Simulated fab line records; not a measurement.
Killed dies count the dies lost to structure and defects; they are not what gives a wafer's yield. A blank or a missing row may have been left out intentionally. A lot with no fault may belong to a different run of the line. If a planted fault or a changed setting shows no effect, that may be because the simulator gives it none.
Comparing a struck lot with a sound one ; flow gf180mcu ; 14 out of 602 route steps
Sound: the wafers L242.2, L242.4, L242.6. Struck: wafers L246.2, L246.3, L246.4. The cause is given at the end.
Each step with rows lists, per side, the tool, then ch with its chambers, then its first start. Under that, the readings that differ: sound wafers ; struck wafers ; difference of the means ; sigmas: that difference in standard deviations of wafers without a fault.
alike: words and numbers the same on both sides, and readings whose means are apart by under 2 such deviations; not compared: readings that were withheld, readings missing a value for some wafer, numbers with overlapping values and no deviation given by the record, and bounds like >300 which may hide the same value.
The two part at a step that has a row with sigmas, a row that says differs or no value, or rows on one side only. When numbers do not overlap yet have no deviation, they are printed without sigmas and do not part them. Lack of a reading on every wafer of one side parts them only where that side has two or more wafers.

GF_HV_LDD_RTA_52: time 10 s.
  sound on rtpAnneal-01 ch 0, day 14 23:47; struck on rtpAnneal-01 ch 0, day 16 10:04
  alike: chamberO2Ppm, lampPowerPct, wafer_temp_C_max
GF_HV_LDD_RS_MEAS_53: measurement is done with a four-point probe.
  sound on filmMetro-02, day 14 23:52; struck on filmMetro-04, day 16 10:08
reading;sound;struck;difference;sigmas
HV_LDD_RS (ohm/sq);418.5 419.0 419.0;416.6 416.9 417.2;-1.9;-2
then, 1 step without rows for these wafers: GF_HV_LDD_CVD_54 (deposits SiO2 from TEOS, target thk 10 nm, time 75 s).
GF_HV_LDD_THK_MEAS_55:
  sound on filmMetro-02, day 15 00:59; struck on filmMetro-04, day 16 11:16
  alike: HV_LDD_CVD_54_THK
then, 1 step without rows for these wafers: GF_HV_LDD_CVD_56 (deposits Si3N4 from DCS/NH3, target thk 90 nm, time 1543 s).
GF_HV_LDD_THK_MEAS_57:
  sound on filmMetro-04, day 15 02:29; struck on filmMetro-03, day 16 12:46
  alike: HV_LDD_CVD_56_THK
GF_HV_LDD_ETCHBACK_58: etches Si3N4 in CH3F/O2, stops on SiO2, time 100 s, target depth 90 nm.
  sound on rieDiel-01 ch 2,3, day 15 02:32; struck on rieDiel-01 ch 1,2,3, day 16 12:49
  alike: drypumpMotorCurrentA, oesProductAu, throttleValvePct
  not compared: rfHoursCounterH
then, 5 steps without rows for these wafers: GF_NSD_DEHYDRATE_00 (time 60 s); GF_NSD_HMDS_01 (prime time 60 s); GF_NSD_COAT_02 (resist thk 1000 nm); GF_NSD_SOFTBAKE_03 (time 60 s); GF_NSD_EXPOSE_04 (exposes mask Nplus, target cd 400 nm).
GF_NSD_PEB_05:
  sound on lithoTrack-02 ch 0, day 15 23:11; struck on lithoTrack-02, day 17 11:23
reading;sound;struck;difference;sigmas
exhaustPa (Pa);47.8 46.2 45.5;- - -;no value on the struck wafers;
  not compared: chillPlateTempC
then, 1 step without rows for these wafers: GF_NSD_DEVELOP_06 (develop time 60 s).

== WHERE THEY PART ==
At GF_HV_LDD_RS_MEAS_53 first; at GF_NSD_PEB_05 last (within this record only).

WHY: whatever the simulator had introduced
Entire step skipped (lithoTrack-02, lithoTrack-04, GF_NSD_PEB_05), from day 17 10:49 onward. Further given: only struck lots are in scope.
